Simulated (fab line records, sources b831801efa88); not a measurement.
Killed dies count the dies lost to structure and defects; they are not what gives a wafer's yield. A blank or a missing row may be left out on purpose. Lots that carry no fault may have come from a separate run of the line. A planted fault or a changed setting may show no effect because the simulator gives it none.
Which tool was responsible? | flow gf180mcu | Sampling: 13 lots, 39 wafers, 5 of 602 route steps

== WHAT THE GAUGES SHOWED, per wafer ==
GF_HV_LDD_CD_MEAS_31: the cd target is 400 nm.
lot  | measured     | on       | cdNm (nm)
L117 | day 11 19:01 | cdSem-02 | 396.4 396.3 396.1
L120 | day 12 22:09 | cdSem-01 | 396.8 397.3 397.7
L123 | day 13 18:00 | cdSem-02 | 396.4 397.4 397.3
L128 | day 15 12:06 | cdSem-01 | 401.0 399.8 397.9
L129 | day 16 01:52 | cdSem-02 | 402.1 400.9 398.7
L131 | day 16 15:23 | cdSem-02 | 401.3 406.0 403.8
L132 | day 16 22:36 | cdSem-02 | 400.8 400.3 398.5
L133 | day 17 01:34 | cdSem-01 | 400.9 399.8 401.7
L134 | day 17 07:59 | cdSem-01 | 401.1 400.8 399.3
L135 | day 17 17:34 | cdSem-01 | 399.1 399.9 398.6
L136 | day 18 00:46 | cdSem-02 | 398.0 399.1 401.7
L137 | day 18 04:46 | cdSem-02 | 397.7 398.4 399.5
L138 | day 18 16:10 | cdSem-02 | 401.2 400.5 397.0

GF_HV_LDD_THK_MEAS_55.
lot  | measured     | on           | HV_LDD_CVD_54_THK (nm)
L117 | day 12 16:47 | filmMetro-01 | 9.96 10.18 10.13
L120 | day 13 21:35 | filmMetro-04 | 13.76 13.75 13.57 13.84 13.70 13.67
L123 | day 14 16:23 | filmMetro-04 | 13.57 13.63 13.55 13.60 13.64 13.43
L128 | day 16 12:49 | filmMetro-03 | 9.94 9.88 9.86
L129 | day 17 03:02 | filmMetro-04 | 9.93 10.04 10.02
L131 | day 17 16:29 | filmMetro-04 | 10.00 9.93 9.97
L132 | day 18 00:39 | filmMetro-01 | 9.98 10.13 10.10
L133 | day 18 03:10 | filmMetro-03 | 9.86 9.90 9.82
L134 | day 18 08:41 | filmMetro-03 | 10.03 9.96 10.18
L135 | day 18 18:25 | filmMetro-01 | 9.99 10.23 9.92
L136 | day 19 02:35 | filmMetro-04 | 10.05 10.17 9.98
L137 | day 19 06:22 | filmMetro-01 | 9.66 9.85 9.88
L138 | day 19 18:52 | filmMetro-04 | 10.03 9.94 9.95

GF_NSD_CD_MEAS_07: the cd target is 400 nm.
lot  | measured     | on       | cdNm (nm)
L117 | day 13 14:00 | cdSem-01 | 395.6 397.7 397.9
L120 | day 14 20:22 | cdSem-02 | 398.4 398.1 398.7
L123 | day 15 15:52 | cdSem-02 | 400.7 400.4 400.8
L128 | day 17 13:25 | cdSem-02 | 401.2 402.8 403.5
L129 | day 18 03:05 | cdSem-02 | 397.5 396.3 396.2
L131 | day 18 16:53 | cdSem-01 | 403.0 403.5 403.5
L132 | day 19 00:46 | cdSem-01 | 399.0 402.1 400.6
L133 | day 19 03:53 | cdSem-02 | 398.8 402.3 398.8
L134 | day 19 08:59 | cdSem-02 | 400.3 398.2 400.5
L135 | day 19 20:02 | cdSem-01 | 402.3 400.9 400.4
L136 | day 20 05:44 | cdSem-02 | 398.6 398.2 399.6
L137 | day 20 07:46 | cdSem-02 | 400.1 401.5 399.6
L138 | day 20 20:17 | cdSem-02 | 398.7 398.2 399.7

GF_PSD_CD_MEAS_07: the cd target is 400 nm.
lot  | measured     | on       | cdNm (nm)
L117 | day 14 11:08 | cdSem-02 | 399.9 400.9 401.2
L120 | day 15 18:25 | cdSem-02 | 399.2 397.7 399.9
L123 | day 16 14:08 | cdSem-02 | 401.7 401.9 400.9
L128 | day 18 12:17 | cdSem-02 | 401.5 402.5 401.3
L129 | day 19 02:21 | cdSem-02 | 401.6 399.7 399.7
L131 | day 19 17:19 | cdSem-01 | 400.2 397.6 397.8
L132 | day 20 00:57 | cdSem-02 | 401.5 402.6 400.1
L133 | day 20 05:10 | cdSem-02 | 399.1 399.4 397.2
L134 | day 20 09:02 | cdSem-02 | 402.2 400.5 402.9
L135 | day 20 20:38 | cdSem-01 | 400.6 401.0 400.5
L136 | day 21 05:49 | cdSem-01 | 399.4 398.9 400.2
L137 | day 21 08:34 | cdSem-01 | 395.1 394.1 395.4
L138 | day 21 20:18 | cdSem-01 | 398.4 400.4 400.5

== WHAT TOOL EACH LOT RAN ON (gives the tool, then ch and the chambers of the sampled wafers, and finally the start) ==
lot  | GF_HV_LDD_CVD_54
L117 | lpcvd-02 ch 0, day 12 15:46
L120 | lpcvd-02 ch 0, day 13 20:34
L123 | lpcvd-02 ch 0, day 14 15:22
L128 | lpcvd-01 ch 1, day 16 11:48
L129 | lpcvd-01 ch 1, day 17 02:01
L131 | lpcvd-02 ch 0, day 17 15:27
L132 | lpcvd-02 ch 1, day 17 23:38
L133 | lpcvd-01 ch 1, day 18 02:08
L134 | lpcvd-01 ch 1, day 18 07:39
L135 | lpcvd-02 ch 0, day 18 17:24
L136 | lpcvd-02 ch 0, day 19 01:34
L137 | lpcvd-02 ch 1, day 19 05:20
L138 | lpcvd-01 ch 0, day 19 17:49
- GF_HV_LDD_CVD_54: deposits SiO2 from TEOS, target thk 10 nm, time 75 s.

== AS READ BY THE TOOLS THEMSELVES (means over the sampled wafers that have a number; for cases with no such wafer, the mark the record gives instead) ==
GF_HV_LDD_CVD_54.
lot  | tool     | spikeTcBottomC (C) | spikeTcCentreC (C) | spikeTcLowerC (C) | spikeTcTopC (C) | spikeTcUpperC (C)
L117 | lpcvd-02 | 700.2              | 679.9              | 679.8             | 701             | 679.9
L120 | lpcvd-02 | 712.6              | 693.5              | 693.2             | 713             | 693.6
L123 | lpcvd-02 | 712.4              | 693.7              | 694.7             | 714             | 692.8
L128 | lpcvd-01 | 696.4              | 680.3              | 680.3             | 693             | 680.8
L129 | lpcvd-01 | 697.1              | 680.2              | 679.9             | 693             | 680.8
L131 | lpcvd-02 | 700.8              | 681.3              | 680.6             | 701             | 681.0
L132 | lpcvd-02 | 696.3              | 679.1              | 683.0             | 698             | 680.9
L133 | lpcvd-01 | 696.7              | 681.0              | 679.4             | 693             | 681.2
L134 | lpcvd-01 | 696.2              | 679.7              | 680.6             | 693             | 681.0
L135 | lpcvd-02 | 701.4              | 680.1              | 680.7             | 700             | 679.3
L136 | lpcvd-02 | 699.7              | 680.0              | 680.6             | 701             | 679.9
L137 | lpcvd-02 | 696.9              | 681.0              | 680.9             | 699             | 681.2
L138 | lpcvd-01 | 702.9              | 680.7              | 679.4             | 696             | 678.3

== THE ANSWER, worked out from the rows above alone ==
Rule: the lots themselves supply what counts as usual. The widest of any qualifying gaps counts: lots, ordered by their means at a reading, are off when they make up no more than a third of the lots, leave a main group of 4 or more, and stand apart from it by 3 or more times the standard deviation of that group's means. If all means in a main group match to the digits the tables above print for the reading, that group is not used. A lot without any number at a reading at which 4 lots or more have one is off too. Where the step has rows for the other lots, those lots are counted as sound. First the gauges in route order, then the tools' own readings, where a lot's mean is used as printed above. At the first step where some lot is off, the reading lying furthest off is the one used; lots without a number count as furthest.
Off: L120, L123, at GF_HV_LDD_THK_MEAS_55 (HV_LDD_CVD_54_THK). The main group: mean 9.98 nm, standard deviation 0.092.
A tool fits if, at a process step before that reading, it ran every lot that is off, and no sound lot after the first of them. The gauges at GF_HV_LDD_THK_MEAS_55 aren't tried: what is off there is off at GF_HV_LDD_CVD_54 too, on other tools, and a gauge's error can't cause that. No candidate that was tried fits.

== WHAT HAD BEEN PUT IN BY THE SIMULATOR ==
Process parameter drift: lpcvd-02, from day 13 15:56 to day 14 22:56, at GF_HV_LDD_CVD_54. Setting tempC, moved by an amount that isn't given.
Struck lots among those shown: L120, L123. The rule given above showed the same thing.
